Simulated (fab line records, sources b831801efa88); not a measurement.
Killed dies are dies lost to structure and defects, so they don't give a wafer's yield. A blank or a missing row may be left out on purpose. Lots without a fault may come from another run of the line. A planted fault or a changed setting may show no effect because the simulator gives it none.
Chamber matching | flow gf180mcu | GF_V1_CMP_04 on cmp-02: 4 sister chambers
The step polishes SiO2. 8 wafers are shown with their chamber, then 12 later ones without.

WAFERS WITH THEIR CHAMBER
wafer  | chamber | motor_current_A (A) | time_to_endpoint_s (s)
L090.4 | 1       | 13.2                | 89
L091.5 | 1       | 12.8                | 87
L092.2 | 2       | 13.3                | 75
L092.5 | 2       | 13.2                | 82
L092.6 | 3       | 15.1                | 86
L093.1 | 0       | 15.6                | 74
L093.3 | 3       | 15.8                | 80
L093.6 | 0       | 15.3                | 78

WAFERS WITHOUT THEIR CHAMBER
wafer  | motor_current_A (A) | time_to_endpoint_s (s)
L094.2 | 15.7                | 78
L094.3 | 12.8                | 84
L094.6 | 13.3                | 90
L096.3 | 15.3                | 76
L096.4 | 15.1                | 80
L096.6 | 15.4                | 83
L097.1 | 12.1                | 86
L097.2 | 13.5                | 81
L097.3 | 15.1                | 81
L097.4 | 15.6                | 87
L097.5 | 12.4                | 88
L097.6 | 13.2                | 85

WHICH CHAMBER EACH WENT THROUGH
wafer  | from the rows above     | in truth
L094.2 | can't be placed: 0 or 3 | 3
L094.3 | can't be placed: 1 or 2 | 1
L094.6 | 1                       | 1
L096.3 | can't be placed: 0 or 3 | 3
L096.4 | can't be placed: 3 or 0 | 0
L096.6 | can't be placed: 3 or 0 | 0
L097.1 | can't be placed: 1 or 2 | 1
L097.2 | can't be placed: 2 or 1 | 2
L097.3 | can't be placed: 3 or 0 | 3
L097.4 | can't be placed: 3 or 0 | 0
L097.5 | can't be placed: 1 or 2 | 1
L097.6 | can't be placed: 1 or 2 | 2
Placed correctly: 1 of 12. Can't be placed from these rows: 11 (the true chamber is among the candidates in 11). Placed wrongly: 0.
How it was worked out, from the rows above alone: a wafer's distance from a chamber is the root of the sum, over the readings, of the square of ((its reading less the chamber's mean) divided by the reading's scatter). The wafer belongs to the nearest chamber; if the next one is less than 2 further off, it can't be placed. A chamber's mean is the mean of its shown wafers. The scatter: the root of (the sum of the squares of (reading less its chamber's mean) over the shown wafers, divided by (wafers less chambers)).
